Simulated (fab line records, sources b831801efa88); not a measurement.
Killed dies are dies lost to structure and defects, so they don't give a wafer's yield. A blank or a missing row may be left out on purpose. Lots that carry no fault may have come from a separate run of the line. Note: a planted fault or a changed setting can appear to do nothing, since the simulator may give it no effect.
fab line records	flow gf180mcu
[record] lots = 13	wafers = 39	lastDay = 35
route steps=602 shown HV_LDD@208 NSD@242
lots untouched by any fault: they come from a run of this same line in which no faults occurred
startH: start of the lot's first displayed wafer, in hours after the record's first day	waitH: hours elapsed since this lot's preceding step	" the same as in the row above	L1.1+2: one row covering several wafers at once	- no value, or no start was given	* or withheld: withheld	< > ~ a bound
route shown NAME@n: NAME is a module with steps in the file, n the number in the route of the first one	usual: mean and standard deviation over wafers with no fault	same: alike in all rows	chamber/n: place in a boat	sites: each site's reading	_std_site: how widely they spread, as a standard deviation	_edge_site: the outer-site mean with the inner-site mean subtracted	radiusMm: for every site, how far away it sits from the centre of the wafer	mask NAME#n: copy n	behind: the tool/chamber that last shaped the wafer	hold: cause of the lot's hold/its duration in hours/its outcome	device: the n, p or np transistor that did not switch	end of line: the route-end tests of the same wafers	where a step has no rows: the recipe by itself	killed: at the first sort, the dies lost to defects and structure; wafer yield is something else	map: a wafer's dies, x killed, . not, _ none there
set.NAME: the setting that was run; set.NAME@STEP: the one run at that earlier step	model.NAME: the simulator's own value behind a step, which no gauge read
the route's steps for a sample of lots (tables are steps, rows are wafers)
services: a tool's chamber out of use, with start hour (startH, from the record's first day; less than 0 if before it), hours out, and reason
[[steps]]
[step GF_HV_LDD_OVL_MEAS_32]
[usual] HV_LDD_02_OVL = -0.5/1.4
lot.wafer	tool	chamber	startH	waitH	HV_LDD_02_OVL[nm]
L556.2	overlay-01	-	286.50	0.1	-3.1
L556.5	"	-	"	"	-0.8
L556.6	"	-	"	"	-1.6
L558.1	overlay-01	-	304.59	0.1	-2.0
L558.4	"	-	"	"	-0.2
L558.6	"	-	"	"	-1.4
L560.1	overlay-01	-	317.89	0.1	0.3
L560.5	"	-	"	"	0.6
L560.6	"	-	"	"	1.4
L563.1	overlay-01	-	338.59	0.1	-0.4
L563.4	"	-	"	"	0.9
L563.6	"	-	"	"	3.1
L564.2	overlay-02	-	353.02	0.1	-1.8
L564.4	"	-	"	"	-0.2
L564.6	"	-	"	"	-1.2
L567.1	overlay-02	-	373.99	0.1	-0.2
L567.3	"	-	"	"	-1.0
L567.6	"	-	"	"	-1.6
L568.1	overlay-01	-	379.64	0.1	0.1
L568.5	"	-	"	"	-0.7
L568.6	"	-	"	"	1.0
L569.2	overlay-02	-	387.64	0.1	0.9
L569.3	"	-	"	"	-0.7
L569.4	"	-	"	"	0.6
L572.3	overlay-02	-	411.40	0.1	0.9
L572.5	"	-	"	"	-1.1
L572.6	"	-	"	"	1.1
L574.4	overlay-01	-	425.60	0.1	-0.2
L574.5	"	-	"	"	0.1
L574.6	"	-	"	"	-0.1
L575.1	overlay-01	-	430.84	0.1	0.9
L575.5	"	-	"	"	-0.9
L575.6	"	-	"	"	-0.1
L576.1	overlay-01	-	439.09	0.1	-0.9
L576.3	"	-	"	"	-0.2
L576.4	"	-	"	"	0.8
L577.1	overlay-02	-	447.39	0.1	1.4
L577.3	"	-	"	"	-0.4
L577.4	"	-	"	"	0.1
[step GF_HV_LDD_COAT_41]
[recipe] resist = NOVOLAK	spinRpm = 3000	resistThkNm = 1000
[usual] spinSpeedRpm = 3000.6/2.2
lot.wafer	tool	chamber	startH	waitH	spinSpeedRpm
L556.2	lithoTrack-02	0	297.34	0.1	2999.7
L556.5	"	0	"	"	3000.9
L556.6	"	0	"	"	3000.1
L558.1	lithoTrack-04	0	315.66	0.1	3002.0
L558.4	"	0	"	"	2999.9
L558.6	"	0	"	"	2998.6
L560.1	lithoTrack-04	0	329.46	0.1	3000.5
L560.5	"	0	"	"	2999.2
L560.6	"	0	"	"	2999.0
L563.1	lithoTrack-04	0	351.01	0.1	2998.6
L563.4	"	0	"	"	2999.8
L563.6	"	0	"	"	2997.5
L564.2	lithoTrack-03	0	364.14	0.1	3000.4
L564.4	"	0	"	"	2998.2
L564.6	"	0	"	"	2999.2
L567.1	lithoTrack-04	0	386.01	0.1	2998.1
L567.3	"	0	"	"	2998.1
L567.6	"	0	"	"	3001.7
L568.1	lithoTrack-03	0	392.27	0.1	3000.8
L568.5	"	0	"	"	3001.5
L568.6	"	0	"	"	3003.3
L569.2	lithoTrack-04	0	399.89	0.1	2996.0
L569.3	"	0	"	"	3002.4
L569.4	"	0	"	"	2998.9
L572.3	lithoTrack-03	0	423.97	0.1	2997.6
L572.5	"	0	"	"	2999.5
L572.6	"	0	"	"	2998.5
L574.4	lithoTrack-03	0	438.44	0.1	3312.3
L574.5	"	0	"	"	3316.3
L574.6	"	0	"	"	3315.4
L575.1	lithoTrack-04	0	443.51	0.1	3001.6
L575.5	"	0	"	"	3001.9
L575.6	"	0	"	"	3001.4
L576.1	lithoTrack-03	0	452.22	0.1	3319.7
L576.3	"	0	"	"	3321.4
L576.4	"	0	"	"	3317.0
L577.1	lithoTrack-04	0	460.26	0.1	3004.7
L577.3	"	0	"	"	3002.7
L577.4	"	0	"	"	3000.3
[step GF_HV_LDD_STRIP_49]
[recipe] chemistry = O2/N2	powerW = 1400	pressureMtorr = 1500	platenTempC = 250	o2FlowSccm = 3000	n2FlowSccm = 300	overashFraction = 0.5
[usual] drypumpMotorCurrentA = 6.0/0.33	heaterPowerW = 331/39	oesProductAu = 0.716/0.0045	stripTimeToEndpointS = 12.63/0.032
lot.wafer	tool	chamber	startH	waitH	drypumpMotorCurrentA	heaterPowerW	oesProductAu	rfHoursCounterH	stripTimeToEndpointS
L556.2	plasmaAsher-04	0	308.48	0.1	5.6	386	0.724	66	12.68
L556.5	"	1	"	"	5.7	314	0.714	-	12.64
L556.6	"	0	"	"	5.6	383	0.720	-	12.68
L558.1	plasmaAsher-03	0	327.57	0.1	5.8	313	0.712	70	12.65
L558.4	"	1	"	"	6.6	295	0.720	-	12.65
L558.6	"	1	"	"	6.6	292	0.713	-	12.67
L560.1	plasmaAsher-04	0	340.28	0.1	5.6	371	0.713	70	12.61
L560.5	"	0	"	"	5.6	390	0.715	-	12.60
L560.6	"	1	"	"	5.7	326	0.718	-	12.64
L563.1	plasmaAsher-03	1	362.82	0.1	6.6	302	0.713	74	12.62
L563.4	"	0	"	"	5.8	314	0.706	-	12.64
L563.6	"	0	"	"	5.8	308	0.712	-	12.62
L564.2	plasmaAsher-04	0	376.42	0.1	5.6	393	0.719	74	12.61
L564.4	"	1	"	"	5.8	307	0.714	-	12.64
L564.6	"	1	"	"	5.8	310	0.717	-	12.63
L567.1	plasmaAsher-03	1	398.92	0.1	6.6	296	0.719	77	12.57
L567.3	"	0	"	"	5.8	317	0.713	-	12.59
L567.6	"	1	"	"	6.6	292	0.714	-	12.60
L568.1	plasmaAsher-02	0	405.27	0.1	5.9	307	0.708	53	12.65
L568.5	"	0	"	"	5.9	300	0.714	-	12.68
L568.6	"	1	"	"	6.2	397	0.719	-	12.65
L569.2	plasmaAsher-04	0	413.12	0.1	5.7	385	0.711	78	12.64
L569.3	"	1	"	"	5.8	316	0.707	-	12.63
L569.4	"	0	"	"	5.6	387	0.717	-	12.61
L572.3	plasmaAsher-02	0	436.46	0.1	5.9	299	0.711	-	12.60
L572.5	"	1	"	"	6.2	407	0.714	-	12.59
L572.6	"	0	"	"	5.9	299	0.713	-	12.64
L574.4	plasmaAsher-04	1	451.56	0.1	5.7	320	0.719	-	12.12
L574.5	"	1	"	"	5.8	318	0.715	-	12.10
L574.6	"	0	"	"	5.7	376	0.727	-	12.08
L575.1	plasmaAsher-03	0	456.72	0.1	5.8	298	0.713	3	12.64
L575.5	"	1	"	"	6.5	291	0.723	-	12.66
L575.6	"	0	"	"	5.8	308	0.712	-	12.60
L576.1	plasmaAsher-02	0	465.17	0.1	5.9	311	0.711	59	12.05
L576.3	"	0	"	"	5.9	304	0.711	-	12.11
L576.4	"	1	"	"	6.2	397	0.721	-	12.09
L577.1	plasmaAsher-04	1	474.07	0.1	5.7	320	0.712	85	12.65
L577.3	"	0	"	"	5.6	373	0.723	-	12.64
L577.4	"	1	"	"	5.8	316	0.720	-	12.65
[step GF_HV_LDD_THK_MEAS_57]
[recipe] reads = Si3N4_of_HV_LDD_CVD_56
[usual] HV_LDD_CVD_56_THK = 89.7/0.89
lot.wafer	tool	chamber	startH	waitH	HV_LDD_CVD_56_THK[nm]
L556.2	filmMetro-04	-	311.91	0.0	89.5
L556.5	"	-	"	"	89.5
L556.6	"	-	"	"	89.1
L558.1	filmMetro-03	-	330.94	0.0	91.2
L558.4	"	-	"	"	91.1
L558.6	"	-	"	"	91.2
L560.1	filmMetro-03	-	343.19	0.0	90.8
L560.5	"	-	"	"	89.9
L560.6	"	-	"	"	90.0
L563.1	filmMetro-04	-	366.25	0.0	90.1
L563.4	"	-	"	"	90.5
L563.6	"	-	"	"	90.1
L564.2	filmMetro-03	-	379.34	0.0	91.4
L564.4	"	-	"	"	90.8
L564.6	"	-	"	"	91.5
L567.1	filmMetro-04	-	401.83	0.0	90.4
L567.3	"	-	"	"	90.3
L567.6	"	-	"	"	90.1
L568.1	filmMetro-03	-	408.18	0.0	88.4
L568.5	"	-	"	"	88.6
L568.6	"	-	"	"	88.9
L569.2	filmMetro-04	-	416.55	0.0	88.5
L569.3	"	-	"	"	88.9
L569.4	"	-	"	"	88.5
L572.3	filmMetro-02	-	439.35	0.0	89.8
L572.5	"	-	"	"	89.7
L572.6	"	-	"	"	89.7
L574.4	filmMetro-04	-	454.46	0.0	89.4
L574.5	"	-	"	"	89.9
L574.6	"	-	"	"	89.7
L575.1	filmMetro-03	-	459.64	0.0	89.3
L575.5	"	-	"	"	89.9
L575.6	"	-	"	"	88.8
L576.1	filmMetro-04	-	468.08	0.0	89.7
L576.3	"	-	"	"	89.0
L576.4	"	-	"	"	89.0
L577.1	filmMetro-04	-	478.20	0.0	91.1
L577.3	"	-	"	"	91.3
L577.4	"	-	"	"	90.2
[step GF_NSD_CD_MEAS_07]
[recipe] targetCdNm = 400
[usual] cdNm = 399.9/1.9
lot.wafer	tool	chamber	startH	waitH	cdNm
L556.2	cdSem-02	-	333.86	0.1	400.5
L556.5	"	-	"	"	400.1
L556.6	"	-	"	"	398.9
L558.1	cdSem-01	-	353.27	0.1	397.7
L558.4	"	-	"	"	399.0
L558.6	"	-	"	"	398.4
L560.1	cdSem-02	-	365.76	0.1	399.9
L560.5	"	-	"	"	400.1
L560.6	"	-	"	"	400.2
L563.1	cdSem-01	-	389.72	0.1	399.7
L563.4	"	-	"	"	399.8
L563.6	"	-	"	"	398.6
L564.2	cdSem-01	-	403.31	0.1	396.9
L564.4	"	-	"	"	399.7
L564.6	"	-	"	"	398.7
L567.1	cdSem-02	-	425.87	0.1	399.2
L567.3	"	-	"	"	398.3
L567.6	"	-	"	"	399.9
L568.1	cdSem-01	-	431.77	0.1	399.5
L568.5	"	-	"	"	398.1
L568.6	"	-	"	"	398.5
L569.2	cdSem-02	-	440.64	0.1	400.2
L569.3	"	-	"	"	401.9
L569.4	"	-	"	"	399.2
L572.3	cdSem-02	-	464.70	0.1	403.8
L572.5	"	-	"	"	402.1
L572.6	"	-	"	"	403.4
L574.4	cdSem-01	-	479.25	0.1	401.0
L574.5	"	-	"	"	401.8
L574.6	"	-	"	"	403.7
L575.1	cdSem-02	-	484.52	0.1	401.1
L575.5	"	-	"	"	400.8
L575.6	"	-	"	"	401.5
L576.1	cdSem-01	-	493.51	0.1	402.4
L576.3	"	-	"	"	403.1
L576.4	"	-	"	"	403.7
L577.1	cdSem-01	-	503.14	0.1	397.9
L577.3	"	-	"	"	399.7
L577.4	"	-	"	"	402.9
[[services]]
tool	chamber	startH	hours	kind
lithoTrack-02	-	297.17	-	consumableReplace:filter
plasmaAsher-02	-	312.66	3.5	repair
lithoTrack-03	-	315.89	-	consumableReplace:filter
lithoTrack-02	-	387.23	-	consumableReplace:filter
plasmaAsher-03	-	421.25	9.0	pm
plasmaAsher-03	0	421.25	9.0	ventCycle
plasmaAsher-03	1	421.25	9.0	ventCycle
plasmaAsher-03	0	430.25	-	clean
plasmaAsher-03	1	430.25	-	clean
plasmaAsher-02	-	469.47	9.2	repair
[[key]]
[firstSign] step = GF_HV_LDD_COAT_41	reading = spinSpeedRpm	direction = up	sigmas = 99+	usual = *	struck = *
[effect] step = GF_HV_LDD_STRIP_49	reading = stripTimeToEndpointS	direction = down	sigmas = 17	usual = *	struck = *
metAt GF_HV_LDD_COAT_41
struckLots L574,L576
testerLeftOut L574,L576
notActingAt GF_HV_LDD_OVL_MEAS_32,GF_HV_LDD_THK_MEAS_57,GF_NSD_CD_MEAS_07
onsetBetween 423.97 438.44
[fault] kind = processParameterDrift	tool = lithoTrack-03	chamber = -	onsetH = 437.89	steps = GF_HV_LDD_COAT_41	channel = spinRpm	offset = *	shape = step	endH = 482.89	actsIn = *	stated = *
// testerLeftOut: of these lots the tester's yield and bins aren't shown, on N5 and GAA mostly nor the transistor test; their killed dies are dies lost to structure and defects alone, not to doping, threshold or leakage, so they don't give the yield
